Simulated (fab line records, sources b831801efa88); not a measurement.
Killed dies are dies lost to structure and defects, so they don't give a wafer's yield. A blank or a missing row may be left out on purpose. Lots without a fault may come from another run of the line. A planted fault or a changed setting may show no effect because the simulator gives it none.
Which tool did it? | flow sky130 | 14 lots, 42 wafers sampled, at 4 steps of a route of 708

WHAT THE GAUGES READ, wafer by wafer
SKY_SONOS_ONO_OVL_MEAS_14.
lot  | measured     | on         | SONOS_ONO_OVL (nm)
L818 | day 12 14:34 | overlay-02 | -0.2 0.0 -0.2
L819 | day 12 17:40 | overlay-02 | -0.5 0.6 0.5
L821 | day 13 10:49 | overlay-02 | -1.9 0.6 -0.3
L822 | day 13 20:25 | overlay-02 | -3.6 -2.1 -2.8
L824 | day 14 11:49 | overlay-01 | -0.9 -1.6 -1.4
L826 | day 15 08:28 | overlay-01 | 0.3 -2.0 -2.2
L828 | day 16 01:14 | overlay-02 | 1.8 3.0 1.7
L827 | day 16 02:31 | overlay-02 | 0.6 -0.3 1.2
L830 | day 17 06:19 | overlay-01 | 0.0 0.6 -1.1
L831 | day 18 04:31 | overlay-02 | -1.5 0.3 -2.2
L836 | day 19 01:46 | overlay-01 | -1.8 -1.2 -1.5
L837 | day 19 11:40 | overlay-02 | 2.0 2.9 2.0
L840 | day 20 07:52 | overlay-01 | -1.2 -0.1 -0.2
L841 | day 20 15:49 | overlay-02 | -0.8 -1.0 -0.5

SKY_LI_CONTACT_OVL_MEAS_13.
lot  | measured     | on         | LI_CONTACT_OVL (nm)
L818 | day 29 07:24 | overlay-01 | -9 -8 -15
L819 | day 29 08:01 | overlay-02 | -2 -1 -1
L821 | day 29 22:43 | overlay-02 | -3 -4 -7
L822 | day 30 08:48 | overlay-01 | -12 -10 -4
L824 | day 31 00:43 | overlay-02 | -21 -16 -10
L826 | day 31 22:42 | overlay-01 | -7 -3 -7
L828 | day 32 14:26 | overlay-02 | -15 -8 -2
L827 | day 32 15:12 | overlay-02 | 0 -3 -4
L830 | day 33 17:49 | overlay-01 | -10 -1 1
L831 | day 34 16:40 | overlay-01 | -2 5 4
L836 | day 35 09:04 | overlay-02 | 3 4 3
L837 | day 35 16:37 | overlay-01 | 2 3 3
L840 | day 36 07:37 | overlay-02 | -3 9 3
L841 | day 36 15:10 | overlay-01 | -7 -10 -10

SKY_VIA1_CD_MEAS_12: target cd 150 nm.
lot  | measured     | on        | cd_nm (nm)
L818 | day 34 04:56 | cd_sem-02 | 147.4 147.8 148.6
L819 | day 34 05:07 | cd_sem-01 | 151.1 150.5 150.2
L821 | day 34 18:41 | cd_sem-02 | 154.3 153.1 153.4
L822 | day 35 02:59 | cd_sem-01 | 150.9 151.8 152.3
L824 | day 35 16:50 | cd_sem-02 | 154.8 153.1 152.4
L826 | day 36 15:23 | cd_sem-02 | 147.6 148.4 149.5
L828 | day 37 06:50 | cd_sem-02 | 149.6 150.5 149.3
L827 | day 37 08:17 | cd_sem-01 | 151.7 151.8 152.8
L830 | day 38 08:41 | cd_sem-02 | 147.3 148.9 148.7
L831 | day 39 05:29 | cd_sem-01 | 147.1 147.4 147.7
L836 | day 39 21:17 | cd_sem-01 | 152.1 151.2 152.0
L837 | day 40 03:41 | cd_sem-01 | 151.9 149.6 152.1
L840 | day 40 20:50 | cd_sem-02 | 153.6 152.1 153.2
L841 | day 41 03:28 | cd_sem-01 | 146.9 147.5 147.8

WHICH TOOL RAN EACH LOT (tool, then ch and the chambers of the sampled wafers, then the start)
lot  | SKY_LDD_P_DEVELOP_06
L818 | litho_track-03 ch 0, day 19 01:05
L819 | litho_track-03 ch 0, day 19 01:24
L821 | litho_track-02 ch 0, day 19 23:02
L822 | litho_track-02 ch 0, day 20 06:53
L824 | litho_track-04 ch 0, day 20 23:11
L826 | litho_track-02 ch 0, day 22 00:38
L828 | litho_track-04 ch 0, day 22 17:40
L827 | litho_track-02, day 22 21:02
L830 | litho_track-02, day 24 01:32
L831 | litho_track-03 ch 0, day 24 22:11
L836 | litho_track-02 ch 0, day 25 20:38
L837 | litho_track-02 ch 0, day 26 05:29
L840 | litho_track-02 ch 0, day 26 23:59
L841 | litho_track-02 ch 0, day 27 06:32
- SKY_LDD_P_DEVELOP_06: develop time 60 s.

WHAT THE TOOLS THEMSELVES READ (means of the sampled wafers that have a number; where no wafer has one, the mark that the record gives instead)
SKY_LDD_P_DEVELOP_06.
lot  | tool           | chill_plate_temp_C (C)
L818 | litho_track-03 | 23.07
L819 | litho_track-03 | 23.12
L821 | litho_track-02 | 22.97
L822 | litho_track-02 | 23.02
L824 | litho_track-04 | 22.90
L826 | litho_track-02 | 23.18
L828 | litho_track-04 | 23.09
L827 | litho_track-02 | -
L830 | litho_track-02 | -
L831 | litho_track-03 | 22.84
L836 | litho_track-02 | 23.00
L837 | litho_track-02 | 23.03
L840 | litho_track-02 | 22.83
L841 | litho_track-02 | 22.96

THE ANSWER, worked out from the rows above alone
Rule: what is usual is taken from the lots themselves. Put in order of their means at a reading, lots are off if they are a third of the lots or fewer, leave a main group of 4 or more, and stand apart from it by a gap of 3 or more times the standard deviation of the main group's means; of several such gaps the widest counts. A main group whose means are all the same, to the digits that the tables above print for the reading, isn't used. A lot without any number at a reading at which 4 lots or more have one is off too. The other lots that the step has rows for count as sound. The gauges are gone through in route order, then the tools' own readings, and for those a lot's mean is taken as printed above. The first step at which some lot is off is used, and at that step the reading that is off furthest; a lot without a number counts as furthest.
Off: L827, L830, at SKY_LDD_P_DEVELOP_06 (chill_plate_temp_C). Without a number there: L827, L830. The main group: mean 23.00 C, standard deviation 0.1.
A tool fits if, at that step or a process step before it, it ran every lot that is off, and no sound lot after the first of them. None of those tried fits.

WHAT THE SIMULATOR HAD PUT IN
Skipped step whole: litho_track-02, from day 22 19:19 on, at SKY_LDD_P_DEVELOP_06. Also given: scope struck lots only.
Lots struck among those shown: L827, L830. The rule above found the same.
